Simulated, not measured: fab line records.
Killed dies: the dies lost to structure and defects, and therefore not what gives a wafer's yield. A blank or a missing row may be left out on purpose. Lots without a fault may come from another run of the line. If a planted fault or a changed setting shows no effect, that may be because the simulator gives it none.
The tool behind it: which one? + flow sky130 + 6 lots with 16 wafers sampled at 3 steps, on a route of 708 steps

== WHAT EACH GAUGE READ, for each wafer ==
SKY_CONTACT_THK_MEAS_03.
| lot  | measured     | on            | CONTACT_HDPCVD_THK (nm) |
|------|--------------|---------------|-------------------------|
| L401 | day 30 19:02 | film-metro-01 | 410 561 410 561         |
| L403 | day 31 16:38 | film-metro-02 | 418 564 417 564         |
| L413 | day 35 02:56 | film-metro-03 | 558 563 568             |
| L414 | day 35 10:09 | film-metro-01 | 556 552 556             |
| L418 | day 36 15:37 | film-metro-01 | 555 556 549             |
| L420 | day 37 05:42 | film-metro-01 | 566 564 572             |

== EACH LOT AND THE TOOL THAT RAN IT (in order: tool; ch and the chambers of the sampled wafers; start) ==
| lot  | SKY_VT_ADJUST_PCH_STRIP_09           | SKY_CONTACT_HDPCVD_02            |
|------|--------------------------------------|----------------------------------|
| L401 | plasma-asher-01 ch 1, day 10 21:47   | hdpcvd-02 ch 1,2, day 30 18:58   |
| L403 | plasma-asher-04 ch 0,1, day 11 15:00 | hdpcvd-02 ch 0,2, day 31 16:34   |
| L413 | plasma-asher-04 ch 0, day 14 16:21   | hdpcvd-02 ch 0,2, day 35 02:52   |
| L414 | plasma-asher-04 ch 0,1, day 15 02:47 | hdpcvd-02 ch 0,2, day 35 10:04   |
| L418 | plasma-asher-02 ch 0,1, day 16 11:05 | hdpcvd-01 ch 0,1,2, day 36 15:32 |
| L420 | plasma-asher-02 ch 0,1, day 17 04:51 | hdpcvd-02 ch 1,2, day 37 05:38   |
- SKY_VT_ADJUST_PCH_STRIP_09: strips in O2/N2.
- SKY_CONTACT_HDPCVD_02: deposits SiO2, target thk 565 nm, time 94.2 s.

== THE ANSWER, worked out from the rows above alone ==
Rule: the lots themselves supply what counts as usual. Put in order of their means at a reading, lots are off if they are a third of the lots or fewer, leave a main group of 4 or more, and stand apart from it by a gap of 3 or more times the standard deviation of the main group's means; of several such gaps the widest counts. The tables above print the reading to a certain number of digits; a main group whose means all agree to those digits is not used. Also off: a lot with no number at a reading for which 4 or more lots have one. All remaining lots with rows at the step are treated as sound.
Off: L401, L403, at SKY_CONTACT_THK_MEAS_03 (CONTACT_HDPCVD_THK). The main group has a mean of 560 nm with a standard deviation of 5.8.
If a tool, at a process step before that reading, ran all the lots that are off and no sound lot after the first of them, it fits. Those tools and the gauges at SKY_CONTACT_THK_MEAS_03 are tried in the same way. Not one of the candidates tried fits.

== WHAT HAD BEEN PUT IN BY THE SIMULATOR ==
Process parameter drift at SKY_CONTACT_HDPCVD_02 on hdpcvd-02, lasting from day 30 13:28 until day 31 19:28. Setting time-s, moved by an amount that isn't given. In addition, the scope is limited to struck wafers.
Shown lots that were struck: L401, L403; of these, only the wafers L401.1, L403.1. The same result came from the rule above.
